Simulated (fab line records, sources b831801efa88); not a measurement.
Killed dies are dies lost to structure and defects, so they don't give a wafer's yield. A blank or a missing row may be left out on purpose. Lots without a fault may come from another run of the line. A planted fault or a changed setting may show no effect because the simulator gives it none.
Which tool did it? | flow sky130 | 11 lots, 33 wafers sampled, at 3 steps of a route of 708

WHAT THE GAUGES READ, wafer by wafer
SKY_METAL1_RS_MEAS_05: measures by four-point-probe.
lot  | measured     | on            | METAL1_ALCU_RS (ohm/sq)
L110 | day 32 00:11 | film_metro-01 | 0.1255 0.1290 0.1270
L114 | day 33 03:19 | film_metro-01 | 0.1287 0.1285 0.1276
L116 | day 34 05:30 | film_metro-03 | 0.1296 0.1297 0.1280
L117 | day 34 07:24 | film_metro-03 | 0.1250 0.4049 0.1282
L120 | day 35 05:46 | film_metro-01 | 0.3977 0.1288 0.1285
L124 | day 36 14:35 | film_metro-04 | 0.1256 0.1281 0.1297
L127 | day 37 00:31 | film_metro-04 | 0.1246 0.1255 0.1253
L128 | day 37 15:53 | film_metro-03 | 0.1253 0.1247 0.1266
L129 | day 38 01:04 | film_metro-01 | 0.1256 0.1271 0.1260
L130 | day 38 03:20 | film_metro-03 | 0.1274 0.1259 0.1287
L132 | day 38 17:49 | film_metro-03 | 0.1269 0.1262 0.1284

WHICH TOOL RAN EACH LOT (tool, then ch and the chambers of the sampled wafers, then the start)
lot  | SKY_CONTACT_SPUTTER_23       | SKY_METAL1_SPUTTER_02
L110 | pvd_sputter-04, day 31 23:23 | pvd_sputter-01, day 32 00:04
L114 | pvd_sputter-02, day 33 02:31 | pvd_sputter-01, day 33 03:13
L116 | pvd_sputter-04, day 34 04:43 | pvd_sputter-03, day 34 05:25
L117 | pvd_sputter-02, day 34 06:28 | pvd_sputter-01, day 34 07:17
L120 | pvd_sputter-04, day 35 04:55 | pvd_sputter-01, day 35 05:37
L124 | pvd_sputter-02, day 36 13:47 | pvd_sputter-03, day 36 14:28
L127 | pvd_sputter-03, day 36 23:37 | pvd_sputter-04, day 37 00:26
L128 | pvd_sputter-04, day 37 14:59 | pvd_sputter-01, day 37 15:47
L129 | pvd_sputter-03, day 38 00:17 | pvd_sputter-01, day 38 00:59
L130 | pvd_sputter-04, day 38 02:31 | pvd_sputter-01, day 38 03:13
L132 | pvd_sputter-04, day 38 16:59 | pvd_sputter-01, day 38 17:41
- SKY_CONTACT_SPUTTER_23: material TiN, target thk 20 nm, time 80 s.
- SKY_METAL1_SPUTTER_02: material AlCu, target thk 250 nm, time 13.3 s.

THE ANSWER, worked out from the rows above alone
Rule: what is usual is taken from the lots themselves. Put in order of their means at a reading, lots are off if they are a third of the lots or fewer, leave a main group of 4 or more, and stand apart from it by a gap of 3 or more times the standard deviation of the main group's means; of several such gaps the widest counts. A main group whose means are all the same, to the digits that the tables above print for the reading, isn't used. A lot without any number at a reading at which 4 lots or more have one is off too. The other lots that the step has rows for count as sound.
Off: L117, L120, at SKY_METAL1_RS_MEAS_05 (METAL1_ALCU_RS). The main group: mean 0.1271 ohm/sq, standard deviation 0.0012.
A tool fits if, at a process step before that reading, it ran every lot that is off, and no sound lot after the first of them. The gauges at SKY_METAL1_RS_MEAS_05 are tried like those tools. None of those tried fits.

WHAT THE SIMULATOR HAD PUT IN
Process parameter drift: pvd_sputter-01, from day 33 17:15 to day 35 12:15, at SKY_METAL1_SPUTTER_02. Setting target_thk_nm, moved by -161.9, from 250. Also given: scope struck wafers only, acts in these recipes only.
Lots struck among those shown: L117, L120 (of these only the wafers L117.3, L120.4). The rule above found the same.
